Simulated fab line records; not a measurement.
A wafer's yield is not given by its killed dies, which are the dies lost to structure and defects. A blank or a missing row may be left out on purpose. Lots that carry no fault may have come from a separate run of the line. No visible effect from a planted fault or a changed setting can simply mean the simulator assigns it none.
Check for tools in common / flow sky130 / Lots sampled 11, wafers sampled 36

== WHAT PROMPTED THE OPENING ==
At SKY_LDD_LDN_TW_MEAS_13 the reading LDD_LDN_TW is flagged on 1 of 11 lots. Wafers without a fault read 1486, standard deviation 16.
Rule: a lot gets a flag if all its wafers with a number sit over 4 standard deviations from that mean, or if no wafer of it has a number. All remaining lots are regarded as sound.

lot=L247; measured=day 23 08:32; on=film-metro-03; LDD_LDN_TW, wafer by wafer=1495 1484 1490; flag=
lot=L248; measured=day 24 12:23; on=film-metro-03; LDD_LDN_TW, wafer by wafer=1477 1475 1479; flag=
lot=L249; measured=day 24 19:08; on=film-metro-03; LDD_LDN_TW, wafer by wafer=1477 1471 1471; flag=
lot=L252; measured=day 25 13:53; on=film-metro-03; LDD_LDN_TW, wafer by wafer=30 30 30 30 30 30; flag=FLAGGED
lot=L261; measured=day 28 12:02; on=film-metro-01; LDD_LDN_TW, wafer by wafer=1481 1481 1478; flag=
lot=L262; measured=day 28 22:53; on=film-metro-01; LDD_LDN_TW, wafer by wafer=1471 1477 1472; flag=
lot=L263; measured=day 29 01:25; on=film-metro-03; LDD_LDN_TW, wafer by wafer=1488 1487 1487; flag=
lot=L264; measured=day 29 18:49; on=film-metro-03; LDD_LDN_TW, wafer by wafer=1498 1494 1490; flag=
lot=L265; measured=day 30 00:14; on=film-metro-03; LDD_LDN_TW, wafer by wafer=1480 1474 1476; flag=
lot=L266; measured=day 30 08:22; on=film-metro-01; LDD_LDN_TW, wafer by wafer=1476 1477 1478; flag=
lot=L267; measured=day 30 16:35; on=film-metro-04; LDD_LDN_TW, wafer by wafer=1516 1522 1519; flag=
On average the flagged lots' numbers are 30, which is -1456 against the usual, or -91 standard deviations.

== LOT BY LOT: THE TOOL USED ==
Before the reading, the record contains 3 process steps out of a 708-step route. Read each cell as the tool, then ch plus the chambers that the sampled wafers visited, then the start.
lot=L247; flag=; SKY_POLY_GATE_ETCH_15=rie-diel-01 ch 0,2,3, day 16 17:57; SKY_LDD_P_STRIP_10=plasma-asher-02 ch 0,1, day 19 09:16; SKY_LDD_LDN_EXPOSE_04=iline-stepper-01 ch 0, day 22 16:14
lot=L248; flag=; SKY_POLY_GATE_ETCH_15=rie-diel-03 ch 1,2, day 17 22:20; SKY_LDD_P_STRIP_10=plasma-asher-03 ch 0,1, day 20 16:55; SKY_LDD_LDN_EXPOSE_04=iline-stepper-01 ch 0, day 23 20:52
lot=L249; flag=; SKY_POLY_GATE_ETCH_15=rie-diel-03 ch 0,1,2, day 18 07:24; SKY_LDD_P_STRIP_10=plasma-asher-03 ch 0,1, day 20 22:35; SKY_LDD_LDN_EXPOSE_04=iline-stepper-01 ch 0, day 24 04:14
lot=L252; flag=FLAGGED; SKY_POLY_GATE_ETCH_15=rie-diel-04 ch 0,1,3, day 18 22:15; SKY_LDD_P_STRIP_10=plasma-asher-02 ch 0,1, day 21 18:49; SKY_LDD_LDN_EXPOSE_04=iline-stepper-01 ch 0, day 24 22:14
lot=L261; flag=; SKY_POLY_GATE_ETCH_15=rie-diel-01 ch 0,1,3, day 22 06:33; SKY_LDD_P_STRIP_10=plasma-asher-03 ch 0,1, day 24 21:07; SKY_LDD_LDN_EXPOSE_04=iline-stepper-02 ch 0, day 27 21:28
lot=L262; flag=; SKY_POLY_GATE_ETCH_15=rie-diel-01 ch 0,1,3, day 22 16:24; SKY_LDD_P_STRIP_10=plasma-asher-02 ch 0,1, day 25 07:05; SKY_LDD_LDN_EXPOSE_04=iline-stepper-01 ch 0, day 28 07:57
lot=L263; flag=; SKY_POLY_GATE_ETCH_15=rie-diel-03 ch 0,1,2, day 22 21:18; SKY_LDD_P_STRIP_10=plasma-asher-01 ch 0,1, day 25 10:29; SKY_LDD_LDN_EXPOSE_04=iline-stepper-01 ch 0, day 28 10:05
lot=L264; flag=; SKY_POLY_GATE_ETCH_15=rie-diel-03 ch 0,1,3, day 23 14:45; SKY_LDD_P_STRIP_10=plasma-asher-02 ch 0,1, day 26 04:05; SKY_LDD_LDN_EXPOSE_04=iline-stepper-01 ch 0, day 29 03:42
lot=L265; flag=; SKY_POLY_GATE_ETCH_15=rie-diel-04 ch 0,1,2, day 23 18:58; SKY_LDD_P_STRIP_10=plasma-asher-01 ch 0,1, day 26 10:10; SKY_LDD_LDN_EXPOSE_04=iline-stepper-01 ch 0, day 29 09:59
lot=L266; flag=; SKY_POLY_GATE_ETCH_15=rie-diel-03 ch 0,2,3, day 24 05:18; SKY_LDD_P_STRIP_10=plasma-asher-03 ch 0,1, day 26 17:53; SKY_LDD_LDN_EXPOSE_04=iline-stepper-02 ch 0, day 29 17:46
lot=L267; flag=; SKY_POLY_GATE_ETCH_15=rie-diel-03 ch 1,2,3, day 24 12:54; SKY_LDD_P_STRIP_10=plasma-asher-02 ch 0,1, day 27 01:41; SKY_LDD_LDN_EXPOSE_04=iline-stepper-01 ch 0, day 30 02:22
What is done by these steps:
- SKY_POLY_GATE_ETCH_15: etches BARC in N2/H2, stops on SiO2, time 118.5 s, target depth 110 nm.
- SKY_LDD_P_STRIP_10: strips in O2/N2.
- SKY_LDD_LDN_EXPOSE_04: exposes mask LDNTM, target cd 700 nm.
- SKY_LDD_LDN_TW_MEAS_13

== FLAGGED AGAINST TOTAL, ONE TOOL AT A TIME (gauges that did the reading follow at the end) ==
step=SKY_POLY_GATE_ETCH_15; tool=rie-diel-01; lots run=3; flagged=0; share of the flagged lots=none; sound lots run after its first flagged lot=-
step=SKY_POLY_GATE_ETCH_15; tool=rie-diel-03; lots run=6; flagged=0; share of the flagged lots=none; sound lots run after its first flagged lot=-
step=SKY_POLY_GATE_ETCH_15; tool=rie-diel-04; lots run=2; flagged=1; share of the flagged lots=all; sound lots run after its first flagged lot=1 (L265)
step=SKY_LDD_P_STRIP_10; tool=plasma-asher-01; lots run=2; flagged=0; share of the flagged lots=none; sound lots run after its first flagged lot=-
step=SKY_LDD_P_STRIP_10; tool=plasma-asher-02; lots run=5; flagged=1; share of the flagged lots=all; sound lots run after its first flagged lot=3 (L262,L264,L267)
step=SKY_LDD_P_STRIP_10; tool=plasma-asher-03; lots run=4; flagged=0; share of the flagged lots=none; sound lots run after its first flagged lot=-
step=SKY_LDD_LDN_EXPOSE_04; tool=iline-stepper-01; lots run=9; flagged=1; share of the flagged lots=all; sound lots run after its first flagged lot=5 (L262,L263,L264,L265,L267)
step=SKY_LDD_LDN_EXPOSE_04; tool=iline-stepper-02; lots run=2; flagged=0; share of the flagged lots=none; sound lots run after its first flagged lot=-
step=SKY_LDD_LDN_TW_MEAS_13; tool=film-metro-01; lots run=3; flagged=0; share of the flagged lots=none; sound lots run after its first flagged lot=-
step=SKY_LDD_LDN_TW_MEAS_13; tool=film-metro-03; lots run=7; flagged=1; share of the flagged lots=all; sound lots run after its first flagged lot=3 (L263,L264,L265)
step=SKY_LDD_LDN_TW_MEAS_13; tool=film-metro-04; lots run=1; flagged=0; share of the flagged lots=none; sound lots run after its first flagged lot=-

== WHAT THE TABLE ALLOWS ==
4 rows of the table ran every flagged lot: rie-diel-04 at SKY_POLY_GATE_ETCH_15, plasma-asher-02 at SKY_LDD_P_STRIP_10, iline-stepper-01 at SKY_LDD_LDN_EXPOSE_04, film-metro-03 at SKY_LDD_LDN_TW_MEAS_13.
- rie-diel-04 at SKY_POLY_GATE_ETCH_15: 1 of its 2 lots flagged. Sound lots ran on it after the first flagged one (L265), which a lasting fault on the whole tool wouldn't allow.
- plasma-asher-02 at SKY_LDD_P_STRIP_10: 1 of its 5 lots flagged. Sound lots ran on it after the first flagged one (L262, L264, L267), which a lasting fault on the whole tool wouldn't allow.
- iline-stepper-01 at SKY_LDD_LDN_EXPOSE_04: 1 of its 9 lots flagged. Sound lots ran on it after the first flagged one (L262, L263, L264, L265, L267), which a lasting fault on the whole tool wouldn't allow.
- film-metro-03 at SKY_LDD_LDN_TW_MEAS_13: 1 of its 7 lots flagged. Sound lots ran on it after the first flagged one (L263, L264, L265), which a lasting fault on the whole tool wouldn't allow.
None of the table's rows ran every flagged lot and, after the first, no sound lot.

== WHAT WAS PUT IN BY THE SIMULATOR ==
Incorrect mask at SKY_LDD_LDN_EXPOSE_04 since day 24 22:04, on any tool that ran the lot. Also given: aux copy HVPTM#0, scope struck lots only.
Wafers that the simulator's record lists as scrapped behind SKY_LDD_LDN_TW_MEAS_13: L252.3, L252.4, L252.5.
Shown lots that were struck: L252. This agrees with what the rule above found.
